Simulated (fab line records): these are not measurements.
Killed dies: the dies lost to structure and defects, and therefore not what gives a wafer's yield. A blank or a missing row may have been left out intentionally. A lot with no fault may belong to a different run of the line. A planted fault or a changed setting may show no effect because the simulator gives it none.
2 desks, one fault :: flow sky130 :: each desk has only its own numbers; what lay behind them comes last

THE METROLOGY DESK
What the gauges read, lot by lot, whatever tool the lot ran on: means of the sampled wafers that have a number. A lot is out of limits, marked OUT, if its mean lies more than 4 standard deviations from the usual mean; the brackets give that distance.
Columns: A = LDD_HVN_OVL at SKY_LDD_HVN_OVL_MEAS_07, usual 0.0 nm; B = cd_nm at SKY_SD_N_CD_MEAS_07, usual 379.8 nm
lot: L588
first seen here: day 20 03:59
A: 0.3
B: 377.4

lot: L589
first seen here: day 20 04:54
A: 0.1
B: 381.8

lot: L590
first seen here: day 20 06:49
A: 1.3
B: 379.7

lot: L593
first seen here: day 21 21:19
A: -0.2
B: 376.4

lot: L595
first seen here: day 22 05:45
A: -0.8
B: 377.7

lot: L596
first seen here: day 22 21:00
A: -1.1
B: 378.7

lot: L599
first seen here: day 24 11:29
A: -0.9
B: 375.6

lot: L600
first seen here: day 26 17:21
A: 0.1
B: 380.4

lot: L602
first seen here: day 27 00:09
A: 0.5
B: 379.5

lot: L606
first seen here: day 27 09:18
A: -0.8
B: 382.7

lot: L607
first seen here: day 27 11:11
A: -0.8
B: 383.5

lot: L611
first seen here: day 28 14:19
A: -0.3
B: 379.7
Result from this desk: across the 12 lots, nothing is out of limits.

FOR THE TOOL OWNER'S DESK: implanter-01
The tool's own readings at SKY_SD_P_IMPLANT_09: means of the sampled wafers that have a number, for each lot that ran on this tool. A lot is out of limits, marked OUT, if its mean lies more than 4 standard deviations from the usual mean; the brackets give that distance.
Columns: A = beam_on_s at SKY_SD_P_IMPLANT_09, usual 14.2 s; B = tilt_deg at SKY_SD_P_IMPLANT_09, usual -0.003 degrees
lot: L590
first seen here: day 25 10:43
A: 13.6
B: 0.017

lot: L596
first seen here: day 27 23:59
A: 13.6
B: -0.003

lot: L599
first seen here: day 29 09:32
A: 13.8
B: -0.019

lot: L600
first seen here: day 31 13:28
A: 13.6
B: 0.006
Result from this desk: across the 4 lots, nothing is out of limits.

ALL TOGETHER
From the metrology desk's view, nothing was out of limits.
The desk of the tool owner found nothing out of limits.

WHAT WAS PUT IN BY THE SIMULATOR
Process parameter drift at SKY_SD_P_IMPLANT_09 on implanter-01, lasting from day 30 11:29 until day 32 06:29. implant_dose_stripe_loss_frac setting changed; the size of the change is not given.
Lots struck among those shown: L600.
